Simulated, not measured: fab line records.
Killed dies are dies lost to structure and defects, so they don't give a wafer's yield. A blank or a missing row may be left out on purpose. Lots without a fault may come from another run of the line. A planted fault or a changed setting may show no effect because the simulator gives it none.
Which tool did it? | flow sky130 | Sampling: 13 lots, 39 wafers, 3 of 708 route steps

WHAT THE GAUGES READ, wafer by wafer
SKY_SONOS_ONO_THK_MEAS_03. Usual: SONOS_ONO_CVD_02_THK gives 10.57 nm (standard deviation 0.16).
lot  | measured     | on            | SONOS_ONO_CVD_02_THK (nm) | flag
L197 | day 11 10:54 | film_metro-01 | 10.46 10.55 10.57         |
L198 | day 11 16:34 | film_metro-04 | 10.47 10.68 10.58         |
L200 | day 12 05:56 | film_metro-01 | 10.75 10.86 10.79         |
L201 | day 12 13:13 | film_metro-04 | 10.62 10.47 10.55         |
L203 | day 13 07:23 | film_metro-03 | 10.54 10.63 10.69         |
L204 | day 13 17:59 | film_metro-03 | 10.76 10.71 10.67         |
L205 | day 14 21:13 | film_metro-04 | 10.56 10.64 10.48         |
L207 | day 15 01:25 | film_metro-04 | 10.64 10.64 10.51         |
L208 | day 15 03:06 | film_metro-03 | 10.30 10.46 10.32         |
L209 | day 15 17:28 | film_metro-03 | 10.57 10.46 10.39         |
L210 | day 15 20:19 | film_metro-01 | 10.44 10.38 10.35         |
L219 | day 18 17:19 | film_metro-04 | 10.52 10.43 10.42         |
L220 | day 19 04:31 | film_metro-03 | 10.48 10.47 10.49         |

SKY_LI_CONTACT_RS_MEAS_22: measures by four-point-probe. Usual: LI_CONTACT_W_RS gives 0.287 ohm/sq (standard deviation 0.0042).
lot  | measured     | on            | LI_CONTACT_W_RS (ohm/sq) | flag
L197 | day 28 19:31 | film_metro-01 | 0.287 0.291 0.287        |
L198 | day 29 01:13 | film_metro-03 | 0.282 0.283 0.287        |
L200 | day 29 20:17 | film_metro-02 | 0.287 0.287 0.290        |
L201 | day 30 07:30 | film_metro-03 | 0.296 0.290 0.293        |
L203 | day 30 23:28 | film_metro-03 | 0.287 0.291 0.289        |
L204 | day 31 11:45 | film_metro-02 | 0.293 0.295 0.293        |
L205 | day 32 12:34 | film_metro-02 | 0.282 0.281 0.282        |
L207 | day 33 03:10 | film_metro-02 | 0.279 0.282 0.285        |
L208 | day 32 20:25 | film_metro-02 | 0.289 0.292 0.286        |
L209 | day 33 11:43 | film_metro-01 | 0.284 0.281 0.282        |
L210 | day 33 13:29 | film_metro-03 | 0.284 0.288 0.285        |
L219 | day 36 05:21 | film_metro-01 | 0.285 0.287 0.286        |
L220 | day 36 15:58 | film_metro-03 | 0.293 0.288 0.292        |

WHICH TOOL RAN EACH LOT (tool, then ch and the chambers of the sampled wafers, then the start)
lot  | SKY_LDD_P_HMDS_01
L197 | litho_track-03 ch 0, day 18 00:11
L198 | litho_track-02 ch 0, day 18 06:03
L200 | litho_track-01 ch 0, day 19 04:07
L201 | litho_track-03 ch 0, day 19 11:52
L203 | litho_track-01 ch 0, day 20 08:55
L204 | litho_track-02 ch 0, day 20 21:57
L205 | litho_track-01 ch 0, day 22 04:01
L207 | litho_track-02 ch 0, day 22 12:23
L208 | litho_track-03 ch 0, day 22 10:28
L209 | litho_track-02 ch 0, day 23 00:44
L210 | litho_track-03 ch 0, day 23 05:01
L219 | litho_track-02 ch 0, day 26 02:33
L220 | litho_track-02 ch 0, day 26 16:50
- SKY_LDD_P_HMDS_01: prime time 60 s.

WHAT THE TOOLS THEMSELVES READ (means of the sampled wafers that have a number; where no wafer has one, the mark that the record gives instead)
SKY_LDD_P_HMDS_01. Usual: 120.00 C for prime_temp_c, sd 0.13.
lot  | tool           | prime_temp_c (C) | flag
L197 | litho_track-03 | 120.07           |
L198 | litho_track-02 | 119.99           |
L200 | litho_track-01 | 119.96           |
L201 | litho_track-03 | 120.04           |
L203 | litho_track-01 | 120.08           |
L204 | litho_track-02 | 120.11           |
L205 | litho_track-01 | 120.04           |
L207 | litho_track-02 | 120.07           |
L208 | litho_track-03 | 119.99           |
L209 | litho_track-02 | 119.82           |
L210 | litho_track-03 | 119.88           |
L219 | litho_track-02 | 118.42           | OFF
L220 | litho_track-02 | 118.26           | OFF

THE ANSWER, worked out from the rows above alone
Rule: a lot counts as off when the mean over its wafers that have a number is more than 3 standard deviations away from the usual mean. A lot without any number at a reading at which 4 lots or more have one is off too. Any other lot the step has rows for is counted as sound. The gauges are gone through in route order, then the tools' own readings, and for those a lot's mean is taken as printed above. The first step at which some lot is off is used, and at that step the reading that is off furthest; a lot without a number counts as furthest.
Off at SKY_LDD_P_HMDS_01 (prime_temp_c): L219, L220.
If a tool, at that step or one of the process steps before it, ran each lot that is off and ran no sound lot following the first of them, it fits. One fits: litho_track-02 at SKY_LDD_P_HMDS_01. Its last sound lot is L209 (day 23 00:44), its first lot that is off L219 (day 26 02:33): a fault that began between those two fits.
The tool's own readings at SKY_LDD_P_HMDS_01 bear it out: on the lots that are off they differ by more than 5 times the standard deviation of the sound lots' means. prime_temp_c reads 118.34 C there against 120.00 C on the sound lots.

WHAT WAS PUT IN BY THE SIMULATOR
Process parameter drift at SKY_LDD_P_HMDS_01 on litho_track-02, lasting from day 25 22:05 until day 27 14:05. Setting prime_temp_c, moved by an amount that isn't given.
Shown lots that were struck: L219, L220. The rule given above showed the same thing.
